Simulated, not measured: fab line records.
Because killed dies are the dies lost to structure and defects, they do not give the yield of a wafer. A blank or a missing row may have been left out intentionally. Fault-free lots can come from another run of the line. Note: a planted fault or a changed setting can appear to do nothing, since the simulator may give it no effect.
A struck lot beside a sound one || flow sky130 || 19 out of 708 route steps
Sound: these wafers, L971.1, L971.4, L971.5. Struck: wafers L957.4, L957.5. (L957.2 of the same lot was not struck and is left out.) The cause comes at the end.
For every step that has rows: the tool of each side, followed by ch and its chambers, followed by its first start. Under that, the readings that differ: sound wafers || struck wafers || difference of the means || sigmas: that difference in standard deviations of wafers without a fault.
alike: readings with means less than 2 such deviations apart, plus words and numbers identical on both sides. not compared: withheld readings, readings lacking a value on some wafer, bounds such as >300 that could conceal the same value, and numbers that have no deviation in the record and whose values overlap.
The two part at a step that has a row with sigmas, a row that says differs or no value, or rows on one side only. Non-overlapping numbers with no deviation appear without sigmas and do not part them. A reading that every wafer of one side lacks parts them only if that side has two wafers or more.

SKY_METAL4_STRIP_19: strips in O2/N2.
  sound on plasmaAsher-01 ch 0,1, day 47 02:33; struck on plasmaAsher-03 ch 1, day 43 23:59
  alike: drypumpMotorCurrentA, oesProductAu, stripTimeToEndpointS
  not compared: rfHoursCounterH
then, 4 steps without rows for these wafers: SKY_METAL4_STRIP_20 (strips in post etch residue remover, time 1200 s); SKY_METAL4_CLEAN_21 (cleans in IPA, time 180 s); SKY_METAL4_CLEAN_22 (cleans in O3/DIW); SKY_VIA4_HDPCVD_00 (deposits SiO2, target thk 1750 nm, time 291.7 s).
SKY_VIA4_THK_MEAS_01:
  sound on filmMetro-04 at day 47 03:19; struck on filmMetro-04 at day 44 00:46
  alike: VIA4_HDPCVD_THK
SKY_VIA4_CMP_02: polishes SiO2.
  sound on cmp-01 ch 0,2,3, day 47 03:29; struck on cmp-02 ch 1,2, day 44 00:49
  alike: edgeZonePressureFrac, motorCurrentA, platenRpm
SKY_VIA4_BOW_MEAS_03:
  sound on filmMetro-04 at day 47 03:41; struck on filmMetro-03 at day 44 01:08
  alike: VIA4_BOW
then, 4 steps without rows for these wafers: SKY_VIA4_DEHYDRATE_04 (time 60 s); SKY_VIA4_HMDS_05 (prime time 60 s); SKY_VIA4_COAT_06 (resist thk 1140 nm); SKY_VIA4_SOFTBAKE_07 (time 60 s).
SKY_VIA4_EXPOSE_08: exposes mask VIM4, target cd 800 nm.
  sound on ilineStepper-02 ch 0, day 47 13:22; struck on ilineStepper-01 ch 0, day 44 12:51
  alike: mask
then, 2 steps without rows for these wafers: SKY_VIA4_PEB_09; SKY_VIA4_DEVELOP_10 (develop time 60 s).
SKY_VIA4_OVL_MEAS_11:
  sound on overlay-02 at day 47 23:51; struck on overlay-01 at day 44 22:46
{"reading": "VIA4_OVL (nm)", "sound": "-3.0 -2.5 -0.9", "struck": "3.5 3.4", "difference": "+5.6", "sigmas": "+3"}
SKY_VIA4_ETCH_12: etches SiO2 in C4F8/O2/Ar, stops on TiN, target depth 580 nm.
  sound on rieDiel-02 ch 0,3, day 47 23:53; struck on rieDiel-03 ch 0,3, day 44 22:48
{"reading": "model.VIA4.cdNm (nm)", "sound": "798.5 799.3 798.5", "struck": "848.5 848.6", "difference": "+49.8", "sigmas": ""}
  alike: oesProductAu
SKY_VIA4_STRIP_13: strips in O2/N2.
  sound on plasmaAsher-01 ch 0,1, day 47 23:58; struck on plasmaAsher-04 ch 0,1, day 44 22:52
  alike: drypumpMotorCurrentA, oesProductAu, stripTimeToEndpointS
  not compared: rfHoursCounterH
-- the record jumps here: 3 days lie between the struck wafers' starts before and after (it left off in module VIA4 and takes up again in module PAD_OPEN, whose first step shown is number 708 of the route) --
SKY_PAD_OPEN_PROBE_99:
  sound on prober-02 at day 50 09:01; struck on prober-02 at day 47 16:47
{"reading": "model.etest.via4Chain.rcOhm", "sound": "0.7883 0.817 0.812", "struck": "0.7018 0.7211", "difference": -0.0943, "sigmas": ""}
  alike: defectLimitedYield, killed_at_M0_to_M3, killed_at_M4_up, killedAtContacts, killedAtFrontEnd, killedAtOther, killedDies, killedOpen, killedShort, sort_bin_3_pad_short, sort_bin_5_function, sort_bin_6_memory, sortNPass, sortYieldPct

WHERE THEY PART
Only at SKY_VIA4_OVL_MEAS_11, within this record. Later steps at which nothing parts them and some readings are alike: SKY_VIA4_ETCH_12, SKY_VIA4_STRIP_13, SKY_PAD_OPEN_PROBE_99.

WHY: whatever the simulator had introduced
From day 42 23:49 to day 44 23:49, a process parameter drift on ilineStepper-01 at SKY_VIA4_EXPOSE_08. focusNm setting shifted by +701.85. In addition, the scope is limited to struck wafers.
